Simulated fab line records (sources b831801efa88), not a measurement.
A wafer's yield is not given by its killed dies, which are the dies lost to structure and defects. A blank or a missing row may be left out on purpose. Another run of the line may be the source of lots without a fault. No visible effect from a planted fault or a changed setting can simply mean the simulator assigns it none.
fab line records -- flow gf180mcu
record: lots: 7, wafers: 15, last_day: 34
route steps=602 shown STI@1 PASSIVATION@602
lots untouched by any fault: they come from a run of this same line in which no faults occurred
start_h: start of the lot's first displayed wafer, in hours after the record's first day -- wait_h: hours elapsed since this lot's preceding step -- " as in the row above -- L1.1+2: a row that stands for several wafers -- - no value, or no start given -- * or withheld: withheld -- < > ~ a bound
route shown NAME@n: NAME is a module with steps in the file, n the number in the route of the first one -- usual: mean/standard deviation taken from wafers without a fault -- same: alike in all rows -- chamber/n: place in a boat -- sites: per-site readings -- _std_site: how widely they spread, as a standard deviation -- _edge_site: the outer-site mean with the inner-site mean subtracted -- radius_mm: how far each site lies from the wafer's centre -- mask NAME#n: copy n -- behind: tool/chamber where the wafer was last shaped -- hold: what put the lot on hold/how long, in hours/how the hold closed -- device: the n, p or np transistor that did not switch -- end of line: the route-end tests of the same wafers -- a step given without rows: its recipe and nothing more -- killed: not the wafer's yield, but the dies lost to structure and defects at the first sort -- map: a wafer's dies, marking killed ones x, the rest . and places with no die _
set.NAME: the run value of the setting; set.NAME@STEP: its run value at that earlier step -- model.NAME: the simulator's own value behind a step, which no gauge read
lots at selected steps of the route; one table per step, one row per wafer
services: when a tool's chamber went out of use (start_h, in hours from the record's first day, below 0 if earlier), for how many hours, and the reason
== steps ==
step: GF_STI_BOW_MEAS_00
recipe: mode: bow
usual: INCOMING_BOW: 0/6.3
lot.wafer,tool,chamber,start_h,wait_h,INCOMING_BOW[um]
L492.2,film_metro-01,-,35.02,-,4
L492.3,film_metro-01,-,35.02,-,6
L492.4,film_metro-01,-,35.02,-,-13
L494.2,film_metro-02,-,45.02,-,11
L494.4,film_metro-02,-,45.02,-,1
L494.5,film_metro-02,-,45.02,-,4
L501.5,film_metro-02,-,80.08,-,15
L502.1,film_metro-04,-,85.00,-,7
L504.5,film_metro-01,-,95.08,-,-4
L506.2,film_metro-04,-,105.02,-,-11
L506.5,film_metro-04,-,105.02,-,-2
L506.6,film_metro-04,-,105.02,-,6
L510.1,film_metro-01,-,125.00,-,-1
L510.3,film_metro-01,-,125.00,-,-7
L510.4,film_metro-01,-,125.00,-,4
step: GF_STI_OXIDATION_01
recipe: temp_c: 900, ambient: O2, stabilise_s: 600, purge_s: 300, target_thk_a: 100, ox_time_s: 1418
step: GF_STI_THK_MEAS_02
recipe: reads: SiO2_of_STI_OXIDATION_01
usual: STI_OXIDATION_THK: 10.02/0.21
lot.wafer,tool,chamber,start_h,wait_h,STI_OXIDATION_THK[nm]
L492.2,film_metro-01,-,36.92,0.0,9.75
L492.3,film_metro-01,-,36.92,0.0,10.06
L492.4,film_metro-01,-,36.92,0.0,9.95
L494.2,film_metro-01,-,46.52,0.0,10.46
L494.4,film_metro-01,-,46.52,0.0,10.13
L494.5,film_metro-01,-,46.52,0.0,10.19
L501.5,film_metro-01,-,81.77,0.0,10.05
L502.1,film_metro-02,-,88.41,0.0,9.57
L504.5,film_metro-01,-,96.55,0.0,9.79
L506.2,film_metro-01,-,106.92,0.0,10.36
L506.5,film_metro-01,-,106.92,0.0,10.26
L506.6,film_metro-01,-,106.92,0.0,10.45
L510.1,film_metro-02,-,126.51,0.0,10.10
L510.3,film_metro-02,-,126.51,0.0,9.96
L510.4,film_metro-02,-,126.51,0.0,10.00
step: GF_STI_CVD_03
recipe: material: Si3N4, precursor: DCS/NH3, target_thk_nm: 207.16, temp_c: 770, time_s: 3551, pressure_mtorr: 250
step: GF_STI_THK_MEAS_04
recipe: reads: Si3N4_of_STI_CVD_03
usual: STI_CVD_03_THK: 205.7/2.2
lot.wafer,tool,chamber,start_h,wait_h,STI_CVD_03_THK[nm]
L492.2,film_metro-02,-,38.96,0.0,206.9
L492.3,film_metro-02,-,38.96,0.0,206.5
L492.4,film_metro-02,-,38.96,0.0,206.1
L494.2,film_metro-01,-,48.57,0.0,205.2
L494.4,film_metro-01,-,48.57,0.0,206.4
L494.5,film_metro-01,-,48.57,0.0,203.8
L501.5,film_metro-02,-,83.82,0.0,202.9
L502.1,film_metro-01,-,90.45,0.0,208.1
L504.5,film_metro-02,-,99.59,0.0,205.6
L506.2,film_metro-04,-,108.96,0.0,203.8
L506.5,film_metro-04,-,108.96,0.0,205.8
L506.6,film_metro-04,-,108.96,0.0,206.5
L510.1,film_metro-04,-,128.56,0.0,207.6
L510.3,film_metro-04,-,128.56,0.0,208.1
L510.4,film_metro-04,-,128.56,0.0,206.7
step: GF_STI_DEHYDRATE_05
recipe: temp_c: 200, time_s: 60
step: GF_STI_HMDS_06
recipe: prime_time_s: 60, prime_temp_c: 120
step: GF_STI_COAT_07
recipe: resist: KrF, spin_rpm: withheld, resist_thk_nm: 700
step: GF_STI_SOFTBAKE_08
recipe: temp_c: 130, time_s: 60, resist: KrF
step: GF_STI_EXPOSE_09
recipe: mask_id: COMP, target_cd_nm: 220, na: 0.68, source_shape: conventional, sigma_outer: 0.6, dose_mj: 28
usual: reticle_temp_C: 23.02/0.11, stage_vel_mm_s: 499.94/0.27
lot.wafer,tool,chamber,start_h,wait_h,mask,reticle_temp_C,stage_vel_mm_s
L492.2,krf_scanner-01,0,44.98,-,COMP#0,23.20,499.96
L492.3,krf_scanner-01,0,44.98,-,COMP#0,23.09,500.28
L492.4,krf_scanner-01,0,44.98,-,COMP#0,23.11,500.16
L494.2,krf_scanner-02,0,54.63,-,COMP#0,22.98,499.82
L494.4,krf_scanner-02,0,54.63,-,COMP#0,23.05,499.70
L494.5,krf_scanner-02,0,54.63,-,COMP#0,23.11,499.77
L501.5,krf_scanner-02,0,90.79,-,COMP#0,23.11,499.52
L502.1,krf_scanner-02,0,96.96,-,COMP#0,23.05,500.81
L504.5,krf_scanner-02,0,106.67,-,COMP#0,22.83,500.20
L506.2,krf_scanner-01,0,116.11,-,COMP#0,23.05,499.87
L506.5,krf_scanner-01,0,116.11,-,COMP#0,23.00,499.80
L506.6,krf_scanner-01,0,116.11,-,COMP#0,23.07,499.70
L510.1,krf_scanner-01,0,136.63,-,COMP#0,22.99,500.03
L510.3,krf_scanner-01,0,136.63,-,COMP#0,22.87,500.43
L510.4,krf_scanner-01,0,136.63,-,COMP#0,22.98,500.42
step: GF_STI_PEB_10
recipe: peb_temp_c: 135, peb_time_s: 90, resist: KrF
step: GF_STI_DEVELOP_11
recipe: develop_time_s: 60, dev_temp_c: 21
step: GF_STI_CD_MEAS_12
recipe: target_cd_nm: 220
usual: cd_nm: 220.2/0.96
lot.wafer,tool,chamber,start_h,wait_h,hold,cd_nm
L492.2,cd_sem-02,-,50.48,0.1,-,221.2
L492.3,cd_sem-02,-,50.48,0.1,-,220.2
L492.4,cd_sem-02,-,50.48,0.1,-,220.4
L494.2,cd_sem-02,-,60.83,0.1,-,218.7
L494.4,cd_sem-02,-,60.83,0.1,-,220.4
L494.5,cd_sem-02,-,60.83,0.1,-,220.7
L501.5,cd_sem-02,-,97.39,0.1,await_dispo/0.2h/release,201.6
L501.5,cd_sem-02,-,97.67,0.3,-,201.4
L502.1,cd_sem-02,-,103.66,0.1,await_dispo/0.2h/release,201.7
L502.1,cd_sem-02,-,103.95,0.3,-,201.7
L504.5,cd_sem-01,-,113.54,0.1,await_dispo/0.2h/release,200.9
L504.5,cd_sem-01,-,113.82,0.3,-,201.1
L506.2,cd_sem-01,-,123.73,0.1,-,221.1
L506.5,cd_sem-01,-,123.73,0.1,-,222.1
L506.6,cd_sem-01,-,123.73,0.1,-,222.5
L510.1,cd_sem-01,-,144.16,0.1,-,221.0
L510.3,cd_sem-01,-,144.16,0.1,-,220.8
L510.4,cd_sem-01,-,144.16,0.1,-,219.3
step: GF_STI_ETCH_13
recipe: chemistry: CHF3/O2, stop_on: Si, over_etch_frac: 0.3, target_depth_a: 2823.1, source_w: 600, bias_w: 200, pressure_mtorr: 40, chf3_flow_sccm: 50, O2_flow_sccm: 5, time_s: 112.9
usual: drypump_motor_current_A: 5.7/0.44, oes_product_au: 0.829/0.0069, rf_fwd_power_W: 596.3/2.1, throttle_valve_pct: 8.809/0.01
lot.wafer,tool,chamber,start_h,wait_h,hold,drypump_motor_current_A,oes_product_au,rf_fwd_power_W,rf_hours_counter_h,throttle_valve_pct,model.STI.cd_nm
L492.2,rie_diel-03,1,50.58,0.1,-,5.5,0.831,599.2,132,8.824,221.4
L492.3,rie_diel-03,3,50.58,0.1,-,5.3,0.837,598.3,25,8.823,220.4
L492.4,rie_diel-03,0,50.58,0.1,-,5.7,0.838,597.4,135,8.801,220.8
L494.2,rie_diel-03,2,60.93,0.1,-,5.5,0.827,596.6,127,8.802,219.3
L494.4,rie_diel-03,2,60.93,0.1,-,5.5,0.817,596.5,-,8.789,220.6
L494.5,rie_diel-03,3,60.93,0.1,-,5.4,0.818,597.9,-,8.802,221.3
L501.5,rie_diel-04,2,103.90,6.2,await_dispo/6.1h/release,5.1,0.812,597.1,-,8.800,201.6
L502.1,rie_diel-01,2,106.32,2.4,await_dispo/2.3h/release,6.4,0.832,596.6,63,8.818,202.1
L504.5,rie_diel-01,1,115.41,1.6,await_dispo/1.5h/release,5.8,0.835,600.4,-,8.816,200.5
L506.2,rie_diel-04,3,123.83,0.1,-,6.0,0.829,598.1,132,8.821,221.5
L506.5,rie_diel-04,0,123.83,0.1,-,6.1,0.827,596.8,-,8.822,222.6
L506.6,rie_diel-04,1,123.83,0.1,-,6.7,0.833,594.4,-,8.826,222
L510.1,rie_diel-04,1,144.28,0.1,-,6.7,0.838,599.6,146,8.812,220.3
L510.3,rie_diel-04,3,144.28,0.1,-,6.0,0.835,593.9,133,8.812,221
L510.4,rie_diel-04,0,144.28,0.1,-,6.1,0.831,595.7,14,8.791,219.5
step: GF_STI_ETCH_14
recipe: target: Si, chemistry: HBr/Cl2/O2, target_depth_nm: 360, icp_w: 600, bias_w: 150, pressure_mtorr: 15, HBr_flow_sccm: 150, Cl2_flow_sccm: 40, O2_flow_sccm: 6, time_s: 102.9
usual: HBr_flow_sccm: 150.0/0.43, drypump_motor_current_A: 6.0/0.41, oes_product_au: 1.003/0.0072, rf_fwd_power_W: 597.3/1.9, throttle_valve_pct: 25.656/0.0097
lot.wafer,tool,chamber,start_h,wait_h,HBr_flow_sccm,drypump_motor_current_A,oes_product_au,rf_fwd_power_W,rf_hours_counter_h,throttle_valve_pct,model.STI.cd_nm
L492.2,rie_si-02,2,50.66,0.0,149.9,5.5,0.992,596.8,2,25.660,220.2
L492.3,rie_si-02,1,50.66,0.0,151.0,5.9,0.998,600.9,49,25.653,218.9
L492.4,rie_si-02,0,50.66,0.0,149.9,6.6,1.013,597.6,87,25.643,218.8
L494.2,rie_si-02,0,61.01,0.0,149.7,6.6,1.002,597.7,87,25.639,218
L494.4,rie_si-02,3,61.01,0.0,150.4,5.8,0.991,599.3,77,25.665,219.8
L494.5,rie_si-02,1,61.01,0.0,150.6,5.9,0.997,596.2,-,25.659,220.9
L501.5,rie_si-01,0,103.97,0.0,150.1,6.1,1.000,597.2,-,25.658,199.5
L502.1,rie_si-02,0,106.40,0.0,149.8,6.6,1.008,599.4,88,25.657,201.2
L504.5,rie_si-02,1,115.49,0.0,149.9,5.9,1.002,595.1,-,25.637,200.9
L506.2,rie_si-01,3,123.91,0.0,150.2,6.5,1.004,599.4,2,25.649,226.6
L506.5,rie_si-01,1,123.91,0.0,150.0,6.3,1.006,596.1,-,25.658,223.3
L506.6,rie_si-01,0,123.91,0.0,150.3,6.1,1.010,597.2,-,25.641,220.8
L510.1,rie_si-02,2,144.36,0.0,149.8,5.4,1.011,600.9,3,25.630,219.7
L510.3,rie_si-02,1,144.36,0.0,150.1,5.9,1.005,599.2,50,25.653,222.2
L510.4,rie_si-02,0,144.36,0.0,150.7,6.6,1.009,596.2,89,25.638,222
step: GF_STI_STRIP_15
recipe: chemistry: O2/N2, power_w: 1400, pressure_mtorr: 1500, platen_temp_c: 250, o2_flow_sccm: 3000, n2_flow_sccm: 300, overash_fraction: 0.5
usual: drypump_motor_current_A: 5.7/0.36, heater_power_w: 329/6.5, oes_product_au: 0.383/0.0055, strip_time_to_endpoint_s: 3.72/0.049
lot.wafer,tool,chamber,start_h,wait_h,drypump_motor_current_A,heater_power_w,oes_product_au,rf_hours_counter_h,strip_time_to_endpoint_s
L492.2,plasma_asher-04,1,50.74,0.0,5.6,334,0.375,39,3.71
L492.3,plasma_asher-04,0,50.74,0.0,5.2,331,0.385,-,3.80
L492.4,plasma_asher-04,1,50.74,0.0,5.6,320,0.381,-,3.70
L494.2,plasma_asher-03,0,61.09,0.0,5.4,333,0.382,27,3.78
L494.4,plasma_asher-03,0,61.09,0.0,5.4,332,0.391,-,3.79
L494.5,plasma_asher-03,1,61.09,0.0,6.2,327,0.383,-,3.85
L501.5,plasma_asher-02,0,104.08,0.1,5.6,317,0.381,-,3.80
L502.1,plasma_asher-03,0,106.48,0.0,5.4,328,0.372,32,3.73
L504.5,plasma_asher-03,0,115.59,0.1,5.4,331,0.375,-,3.70
L506.2,plasma_asher-03,1,123.98,0.0,6.2,337,0.377,34,3.69
L506.5,plasma_asher-03,0,123.98,0.0,5.4,338,0.384,-,3.72
L506.6,plasma_asher-03,1,123.98,0.0,6.3,333,0.381,-,3.71
L510.1,plasma_asher-03,0,144.43,0.0,5.4,337,0.382,36,3.72
L510.3,plasma_asher-03,1,144.43,0.0,6.2,333,0.383,-,3.68
L510.4,plasma_asher-03,0,144.43,0.0,5.4,327,0.383,-,3.70
step: GF_PASSIVATION_PROBE_99
lot.wafer,tool,chamber,start_h,wait_h,model.etest.pldd_3p3.line_ohm_um,model.etest.pldd_6p0.line_ohm_um,model.etest.nldd_6p0.line_ohm_um,model.etest.nldd_3p3.line_ohm_um,model.etest.nmos_3p3_min.drive_ua_um,model.etest.pplus_u.line_ohm_um,model.etest.pmos_3p3_min.drive_ua_um,model.etest.nplus_sal.width_nm
L492.2,prober-01,-,713.41,0.1,6745,6542,4638,2287,518.4,608.9,251.1,201.5
L492.3,prober-01,-,713.46,0.2,6854,6522,4574,2282,509.4,616.2,247.5,199.8
L492.4,prober-01,-,713.51,0.2,6848,6484,4630,2301,508.8,617.2,245.9,199.2
L494.2,prober-01,-,720.02,0.1,6948,6647,4700,2332,502.8,634.5,246.7,200.2
L494.4,prober-01,-,720.12,0.2,7016,6500,4689,2305,515.2,626.4,258.3,201.4
L494.5,prober-01,-,720.17,0.2,6838,6528,4663,2289,520.1,626.9,255.4,201.2
L501.5,prober-02,-,764.31,0.2,-,-,-,-,-,-,-,-
L502.1,prober-01,-,779.49,0.1,7287,6964,4939,2411,474.9,649.3,236,182.6
L504.5,prober-01,-,790.26,0.2,7274,7037,4913,2406,481.2,656.2,234.8,183
L506.2,prober-01,-,794.56,0.1,6755,6359,4457,2209,531.1,600.3,260.7,207.7
L506.5,prober-01,-,794.71,0.2,6838,6452,4576,2243,514.7,604.7,253.5,204.5
L506.6,prober-01,-,794.76,0.2,6918,6496,4651,2240,502.8,611.1,250.3,201.3
L510.1,prober-01,-,812.72,0.1,6910,6485,4594,2293,519.3,611.9,248.1,201
L510.3,prober-01,-,812.82,0.2,6938,6412,4580,2275,509.5,614.9,247.5,203.9
L510.4,prober-01,-,812.87,0.2,6802,6365,4580,2320,518.9,617.4,252.5,204.6
killed by level:class
L492.2 CONTACT:geometric_particle:open=6 V2:geometric_particle:short=5 M1:geometric_particle:short=4 V5:geometric_particle:open=4 STI:geometric_particle:short=3 POLY_GATE:geometric_particle:short=3 V2:geometric_particle:open=3 V3:geometric_particle:open=3
L492.3 CONTACT:geometric_particle:open=7 V2:geometric_particle:open=5 POLY_GATE:geometric_particle:short=3 V1:geometric_particle:open=3 V3:geometric_particle:short=3 V4:geometric_particle:open=3 V5:geometric_particle:open=3 STI:geometric_particle:short=2
L492.4 V1:geometric_particle:open=7 V4:geometric_particle:open=4 M5:geometric_particle:short=4 V5:geometric_particle:short=4 STI:geometric_particle:open=3 V3:geometric_particle:open=3 V5:geometric_particle:open=3 STI:geometric_particle:short=2
L494.2 V1:geometric_particle:open=7 STI:geometric_particle:short=5 V1:geometric_particle:short=4 V3:geometric_particle:short=4 V4:geometric_particle:open=4 CONTACT:geometric_particle:short=3 M4:geometric_particle:short=3 CONTACT:geometric_particle:open=2
L494.4 STI:geometric_particle:open=8 V2:geometric_particle:open=8 CONTACT:geometric_particle:open=7 V5:geometric_particle:open=6 STI:geometric_particle:short=3 V1:geometric_particle:open=3 M3:geometric_particle:short=3 M4:geometric_particle:short=3
L494.5 V4:geometric_particle:open=7 V3:geometric_particle:open=7 CONTACT:geometric_particle:short=5 CONTACT:geometric_particle:open=5 M1:geometric_particle:short=5 M2:geometric_particle:short=5 V2:geometric_particle:open=4 STI:geometric_particle:open=3
L501.5 V1:geometric_particle:open=6 V2:geometric_particle:open=5 V5:geometric_particle:short=5 V4:geometric_particle:open=4 V4:geometric_particle:short=4 SAB:geometric_particle:open=3 CONTACT:geometric_particle:short=3 CONTACT:geometric_particle:open=3
L504.5 V1:geometric_particle:open=6 V3:geometric_particle:short=6 STI:geometric_particle:open=4 V4:geometric_particle:open=4 V5:geometric_particle:open=4 SALICIDE:geometric_particle:open=3 M1:geometric_particle:short=3 V2:geometric_particle:short=3
L506.2 CONTACT:geometric_particle:open=8 V2:geometric_particle:open=7 V5:geometric_particle:open=7 V2:geometric_particle:short=5 V4:geometric_particle:open=5 V1:geometric_particle:open=4 V3:geometric_particle:open=4 STI:geometric_particle:open=3
L506.5 V1:geometric_particle:open=6 CONTACT:geometric_particle:open=4 V3:geometric_particle:open=4 V5:geometric_particle:open=4 V2:geometric_particle:short=3 M1:geometric_particle:short=3 V2:geometric_particle:open=3 V4:geometric_particle:open=3
L506.6 V2:geometric_particle:open=9 STI:geometric_particle:open=5 CONTACT:geometric_particle:open=5 V1:geometric_particle:open=5 V3:geometric_particle:open=3 V4:geometric_particle:open=3 CONTACT:geometric_particle:short=2 V2:geometric_particle:short=2
L510.1 V3:geometric_particle:open=6 V1:geometric_particle:open=4 CONTACT:geometric_particle:open=3 CONTACT:geometric_particle:short=3 M1:geometric_particle:short=3 V2:geometric_particle:open=3 M1:geometric_particle:open=2 V3:geometric_particle:short=2
L510.3 CONTACT:geometric_particle:open=5 V4:geometric_particle:short=5 M3:geometric_particle:short=4 V5:geometric_particle:open=4 CONTACT:geometric_particle:short=3 M1:geometric_particle:short=3 M4:geometric_particle:short=3 POLY_GATE:geometric_particle:short=2
L510.4 CONTACT:geometric_particle:open=7 V3:geometric_particle:open=6 V5:geometric_particle:open=6 V2:geometric_particle:open=5 V4:geometric_particle:open=5 V1:geometric_particle:open=4 STI:geometric_particle:open=3 V4:geometric_particle:short=3
== services ==
tool,chamber,start_h,hours,kind
rie_diel-04,2,21.83,2.8,repair
krf_scanner-01,-,23.21,1.0,pm
rie_diel-01,3,36.51,22.8,repair
krf_scanner-02,-,49.81,1.0,pm
rie_diel-03,2,55.09,5.4,repair
rie_diel-03,0,59.16,9.6,repair
rie_diel-04,1,61.16,13.2,repair
krf_scanner-02,-,63.96,4.6,repair
rie_si-02,1,69.47,8.3,repair
krf_scanner-02,-,70.17,1.3,pm
rie_si-02,-,73.50,1.1,repair
krf_scanner-01,-,75.60,4.0,pm
rie_diel-03,3,76.37,5.0,repair
rie_diel-03,-,77.35,2.8,pm
rie_si-02,2,82.58,7.6,repair
rie_si-02,3,85.78,4.2,repair
krf_scanner-02,-,88.28,0.8,pm
rie_diel-04,1,91.13,2.9,repair
krf_scanner-02,-,95.03,1.1,repair
rie_si-02,3,96.10,39.2,repair
krf_scanner-02,-,99.57,4.4,pm
plasma_asher-04,-,108.75,9.0,pm
krf_scanner-01,-,124.86,1.3,pm
rie_si-02,3,139.50,2.3,repair
== key ==
first_sign: step: GF_STI_CD_MEAS_12, reading: visit, direction: added
effect: step: GF_STI_CD_MEAS_12, reading: cd_nm, direction: down, sigmas: 20, usual: 220.2, struck: 201.4
model_effect: step: GF_STI_ETCH_13, value: STI.cd_nm, without: 219.6, struck: 201.4
model_effect: step: GF_STI_ETCH_14, value: STI.cd_nm, without: 218.9, struck: 200.5
model_effect: step: GF_PASSIVATION_PROBE_99, value: etest.pldd_3p3.line_ohm_um, without: 6841, struck: 7280
met_at GF_STI_EXPOSE_09
struck_wafers L501.5,L502.1,L504.5
sort_left_out L502.1
tester_left_out L501,L502,L504
onset_between 54.63 90.79
fault: kind: process_parameter_drift, tool: krf_scanner-02, chamber: -, onset_h: 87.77, steps: GF_STI_EXPOSE_09, channel: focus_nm, offset: 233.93, shape: step, end_h: 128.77, scope: struck_wafers_only
tester_left_out: of these lots the tester's yield and bins aren't shown, on N5 and GAA mostly nor the transistor test; their killed dies are dies lost to structure and defects alone, not to doping, threshold or leakage, so they don't give the yield
sort_left_out: the simulated sort isn't trusted on such a fault, so these wafers' sort isn't shown, and their yield isn't known
